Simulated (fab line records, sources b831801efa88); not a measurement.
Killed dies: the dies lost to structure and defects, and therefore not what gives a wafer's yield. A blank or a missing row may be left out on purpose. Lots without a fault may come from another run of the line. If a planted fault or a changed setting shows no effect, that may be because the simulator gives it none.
What tool caused it? -- flow sky130 -- 14 lots, 42 wafers sampled, at 6 steps of a route of 708

WHAT THE GAUGES SHOWED, per wafer
SKY_SONOS_ONO_THK_MEAS_03. Usual: SONOS_ONO_CVD_02_THK 10.48 nm, standard deviation 0.13.
lot,measured,on,SONOS_ONO_CVD_02_THK (nm),flag
L498,day 11 07:21,film-metro-03,10.40 10.34 10.44,
L499,day 11 15:58,film-metro-01,10.17 10.06 10.21,
L500,day 12 01:49,film-metro-01,10.31 10.37 10.49,
L502,day 13 08:22,film-metro-01,10.45 10.40 10.64,
L503,day 13 13:45,film-metro-01,10.30 10.43 10.37,
L504,day 13 13:45,film-metro-04,10.39 10.48 10.44,
L505,day 13 18:19,film-metro-04,10.64 10.52 10.66,
L506,day 14 03:49,film-metro-01,10.50 10.54 10.47,
L507,day 14 14:53,film-metro-04,10.54 10.45 10.59,
L508,day 14 18:32,film-metro-01,10.58 10.51 10.61,
L513,day 16 09:53,film-metro-04,10.47 10.55 10.44,
L518,day 18 03:02,film-metro-03,10.55 10.58 10.57,
L519,day 19 02:37,film-metro-04,10.66 10.52 10.72,
L521,day 19 06:52,film-metro-01,10.55 10.72 10.79,

SKY_LDD_HVP_TW_MEAS_10. Usual: LDD_HVP_TW 455.0, standard deviation 2.4.
lot,measured,on,LDD_HVP_TW,flag
L498,day 21 02:22,film-metro-02,453.3 454.0 451.4,
L499,day 21 13:34,film-metro-03,457.2 457.5 459.1,
L500,day 22 01:46,film-metro-03,457.6 459.5 459.0,
L502,day 23 16:47,film-metro-03,457.4 455.3 457.1,
L503,day 24 00:06,film-metro-04,454.2 452.0 450.2,
L504,day 24 01:08,film-metro-03,456.8 457.9 453.9,
L505,day 24 07:20,film-metro-04,452.0 451.7 452.4,
L506,day 24 11:08,film-metro-03,458.8 455.0 457.6,
L507,day 25 02:59,film-metro-04,453.6 453.1 453.1,
L508,day 25 08:20,film-metro-04,454.8 453.1 453.0,
L513,day 26 23:14,film-metro-04,454.8 457.4 455.7,
L518,day 28 11:08,film-metro-02,455.4 454.8 455.9,
L519,day 29 10:11,film-metro-03,455.9 455.2 452.4,
L521,day 29 16:53,film-metro-04,452.3 453.5 450.6,

SKY_LDD_LDN_OVL_MEAS_07. Usual: LDD_LDN_OVL -0.7 nm, standard deviation 1.1.
lot,measured,on,LDD_LDN_OVL (nm),flag
L498,day 22 09:02,overlay-02,-2.1 -2.1 -2.7,
L499,day 22 19:52,overlay-01,0.1 -0.6 -1.7,
L500,day 23 07:13,overlay-02,-2.0 -2.9 -0.9,
L502,day 24 22:17,overlay-01,-0.8 -0.9 0.6,
L503,day 25 05:55,overlay-02,-0.5 1.4 0.4,
L504,day 25 06:31,overlay-02,-1.1 -0.2 1.0,
L505,day 25 12:24,overlay-02,-0.7 -0.9 -3.3,
L506,day 25 16:46,overlay-02,- - -,OFF
L507,day 26 07:49,overlay-02,-1.4 0.5 -1.2,
L508,day 26 13:53,overlay-01,- - -,OFF
L513,day 28 03:21,overlay-02,0.2 1.2 0.3,
L518,day 29 14:40,overlay-02,-2.7 -2.6 -1.4,
L519,day 30 13:20,overlay-02,-0.4 -0.8 -1.9,
L521,day 30 19:56,overlay-01,0.5 0.3 -0.6,

SKY_LDD_LDN_TW_MEAS_13. Usual: LDD_LDN_TW 1480, standard deviation 14.
lot,measured,on,LDD_LDN_TW,flag
L498,day 22 09:46,film-metro-04,1476 1481 1479,
L499,day 22 20:37,film-metro-01,1516 1512 1517,
L500,day 23 07:57,film-metro-03,1478 1485 1473,
L502,day 24 23:02,film-metro-04,1460 1465 1460,
L503,day 25 06:40,film-metro-04,1474 1473 1476,
L504,day 25 07:16,film-metro-01,1506 1508 1508,
L505,day 25 13:08,film-metro-03,1492 1484 1487,
L506,day 25 17:31,film-metro-04,30 30 30,OFF
L507,day 26 08:34,film-metro-03,1478 1475 1472,
L508,day 26 14:37,film-metro-03,30 30 30,OFF
L513,day 28 04:05,film-metro-03,1477 1475 1470,
L518,day 29 15:25,film-metro-04,1468 1470 1477,
L519,day 30 14:05,film-metro-04,1476 1466 1479,
L521,day 30 20:41,film-metro-04,1473 1474 1478,

SKY_SD_N_RS_MEAS_16: a four-point-probe measurement. Usual: SD_N_RS 68.58 ohm/sq, standard deviation 0.11.
lot,measured,on,SD_N_RS (ohm/sq),flag
L498,day 27 12:01,film-metro-01,68.73 68.66 68.64,
L499,day 27 20:18,film-metro-04,68.82 68.67 68.71,
L500,day 28 07:50,film-metro-01,68.63 68.71 68.58,
L502,day 29 20:22,film-metro-04,68.65 68.29 68.44,
L503,day 30 03:19,film-metro-01,68.53 68.52 68.57,
L504,day 30 04:34,film-metro-02,68.60 68.45 68.51,
L505,day 30 09:23,film-metro-02,68.60 68.62 68.70,
L506,day 30 13:53,film-metro-02,68.53 68.72 68.68,
L507,day 31 01:45,film-metro-02,68.49 68.51 68.40,
L508,day 31 08:03,film-metro-04,68.53 68.53 68.42,
L513,day 32 19:30,film-metro-04,68.57 68.48 68.52,
L518,day 34 05:28,film-metro-02,68.52 68.50 68.41,
L519,day 35 06:03,film-metro-01,68.69 68.48 68.49,
L521,day 35 11:05,film-metro-01,68.75 68.56 68.78,

TOOL THAT RAN EACH LOT (tool first, then ch and the chambers of the sampled wafers, then the start)
lot,SKY_LDD_LDN_DEVELOP_06
L498,"litho-track-02 ch 0, day 22 08:53"
L499,"litho-track-03 ch 0, day 22 19:44"
L500,"litho-track-03 ch 0, day 23 07:04"
L502,"litho-track-04 ch 0, day 24 22:08"
L503,"litho-track-02 ch 0, day 25 05:46"
L504,"litho-track-02 ch 0, day 25 06:22"
L505,"litho-track-04 ch 0, day 25 12:16"
L506,"litho-track-02 ch 0, day 25 16:37"
L507,"litho-track-03 ch 0, day 26 07:41"
L508,"litho-track-02 ch 0, day 26 13:44"
L513,"litho-track-04 ch 0, day 28 03:13"
L518,"litho-track-02 ch 0, day 29 14:31"
L519,"litho-track-04 ch 0, day 30 13:11"
L521,"litho-track-04 ch 0, day 30 19:47"
- SKY_LDD_LDN_DEVELOP_06: develop time 60 s.

AS READ BY THE TOOLS THEMSELVES (means over the sampled wafers that have a number; for cases with no such wafer, the mark the record gives instead)
The record holds no such reading with a usual standard deviation.

THE ANSWER, worked out from the rows above alone
Rule: a lot is off if the mean of its wafers that have a number lies more than 3 standard deviations from the usual mean. Also off: a lot with no number at a reading for which 4 or more lots have one. Where the step has rows for the other lots, those lots are counted as sound. First the gauges in route order, then the tools' own readings, where a lot's mean is used as printed above. The first step at which some lot is off is used, and at that step the reading that is off furthest; a lot without a number counts as furthest.
Off: L506, L508, seen at SKY_LDD_LDN_OVL_MEAS_07 (LDD_LDN_OVL). Without a number there: L506, L508.
A tool fits if, at a process step before that reading, it ran every lot that is off, and no sound lot after the first of them. The gauges at SKY_LDD_LDN_OVL_MEAS_07 aren't tried: what is off there is off at SKY_LDD_LDN_TW_MEAS_13 too, on other tools, and a gauge's error can't cause that. Of those tried, none fits.

WHAT WAS PUT IN BY THE SIMULATOR
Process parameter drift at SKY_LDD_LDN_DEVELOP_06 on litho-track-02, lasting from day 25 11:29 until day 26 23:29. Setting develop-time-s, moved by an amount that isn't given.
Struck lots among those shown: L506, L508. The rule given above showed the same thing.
